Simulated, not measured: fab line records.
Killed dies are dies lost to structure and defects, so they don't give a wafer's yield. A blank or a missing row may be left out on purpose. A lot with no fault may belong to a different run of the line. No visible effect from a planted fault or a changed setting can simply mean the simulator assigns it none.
Chamber matching ; flow gf180mcu ; GF_V4_CVD_02 on pecvd-01: 3 sister chambers
The step deposits SiO2 from TEOS, target thk 850 nm, time 94.851 s. 6 wafers are shown with their chamber, then 8 later ones without.

EACH WAFER AND ITS CHAMBER
wafer;chamber;heaterPowerW (W);susceptorTempC (C)
L958.2;2;794;399.92
L959.3;0;545;400.22
L959.6;2;793;400.02
L961.3;1;587;399.73
L961.5;0;622;399.71
L961.6;1;628;399.98

WAFERS MISSING THEIR CHAMBER
wafer;heaterPowerW (W);susceptorTempC (C)
L962.1;724;399.99
L962.2;532;399.94
L962.3;618;400.49
L969.2;618;400.07
L969.4;500;400.04
L969.5;589;400.01
L970.1;617;399.95
L971.3;539;399.90

CHAMBER TAKEN BY EACH
wafer;from the rows above;in truth
L962.1;can't be placed: 2 or 1 or 0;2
L962.2;can't be placed: 0 or 1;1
L962.3;can't be placed: 0 or 1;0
L969.2;can't be placed: 1 or 0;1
L969.4;can't be placed: 0 or 1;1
L969.5;can't be placed: 0 or 1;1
L970.1;can't be placed: 1 or 0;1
L971.3;can't be placed: 0 or 1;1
Placed correctly: 0 of 8. From these rows, 8 cannot be placed; in 8 the true chamber is one of the candidates. 0 placed wrongly.
How it was worked out, from the rows above alone: a wafer's distance from a chamber is the root of the sum, over the readings, of the square of ((its reading less the chamber's mean) divided by the reading's scatter). If the next closest chamber is less than 2 further off than the closest, the wafer can't be placed; otherwise it belongs to the closest. For every chamber, the mean is computed from those of its wafers that are shown. The scatter is the square root of a quotient: the sum, over the shown wafers, of each reading's squared deviation from its chamber's mean, divided by wafers minus chambers.
